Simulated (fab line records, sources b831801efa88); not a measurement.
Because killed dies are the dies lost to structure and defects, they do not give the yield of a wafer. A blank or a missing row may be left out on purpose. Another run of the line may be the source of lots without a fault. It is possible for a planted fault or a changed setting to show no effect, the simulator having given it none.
One fault through the eyes of 2 desks / flow sky130 / every desk sees just its own numbers, and what lay behind them comes last

## FOR THE TOOL OWNER'S DESK: plasma_asher-01
The tool's own readings at SKY_SD_N_STRIP_11 (strips in O2/N2): means of the sampled wafers that have a number, for each lot that ran on this tool. If a lot's mean is further than 4 standard deviations from the usual mean, the lot is out of limits and carries the mark OUT (the distance appears in the brackets).
Columns: A = chamber_pressure_mTorr at SKY_SD_N_STRIP_11, usual 1500 mTorr; B = drypump_motor_current_A at SKY_SD_N_STRIP_11, usual 5.8 A; C = oes_product_au at SKY_SD_N_STRIP_11, usual 0.527 a.u.; D = strip_time_to_endpoint_s at SKY_SD_N_STRIP_11, usual 22.54 s
lot=L554; first seen here=day 29 08:04; A=1500; B=5.5; C=0.525; D=22.54
lot=L555; first seen here=day 29 19:08; A=1499; B=5.8; C=0.528; D=22.53
lot=L564; first seen here=day 32 20:41; A=1499; B=5.8; C=0.325 (-42) OUT; D=-
This desk's verdict: out of limits on L564, starting with L564 at day 32 20:41 (oes_product_au at SKY_SD_N_STRIP_11). Within limits: L554, L555.

## THE METROLOGY DESK
What the gauges read, lot by lot, whatever tool the lot ran on: means of the sampled wafers that have a number. If a lot's mean is further than 4 standard deviations from the usual mean, the lot is out of limits and carries the mark OUT (the distance appears in the brackets).
Columns: A = VIA1_OVL at SKY_VIA1_OVL_MEAS_13, usual -3 nm
lot=L550; first seen here=day 33 21:46; A=-7
lot=L551; first seen here=day 34 07:29; A=-4
lot=L552; first seen here=day 34 16:24; A=-6
lot=L553; first seen here=day 35 06:41; A=-2
lot=L554; first seen here=day 35 07:38; A=-4
lot=L555; first seen here=day 35 17:14; A=1
lot=L557; first seen here=day 36 11:27; A=-15
lot=L559; first seen here=day 38 08:10; A=-1
lot=L566; first seen here=day 39 04:55; A=-2
lot=L571; first seen here=day 40 14:00; A=1
lot=L572; first seen here=day 40 20:15; A=-5
lot=L573; first seen here=day 41 16:08; A=-5
This desk's verdict: no lot among the 12 shows anything out of limits.

## PUT TOGETHER
At day 32 20:41, on L564, the tool owner's desk was in a position to raise an alarm.
Nothing out of limits was seen by the metrology desk.
The metrology desk has no number on record for L564.
Every lot named ran SKY_SD_N_STRIP_11 on plasma_asher-01.

## WHAT HAD BEEN PUT IN BY THE SIMULATOR
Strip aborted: plasma_asher-01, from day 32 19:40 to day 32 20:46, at SKY_SD_N_STRIP_11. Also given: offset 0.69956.
Shown lots that were struck: L564.
Hours from the fault's start to each desk's first reading out of limits: the tool owner's desk, 1.
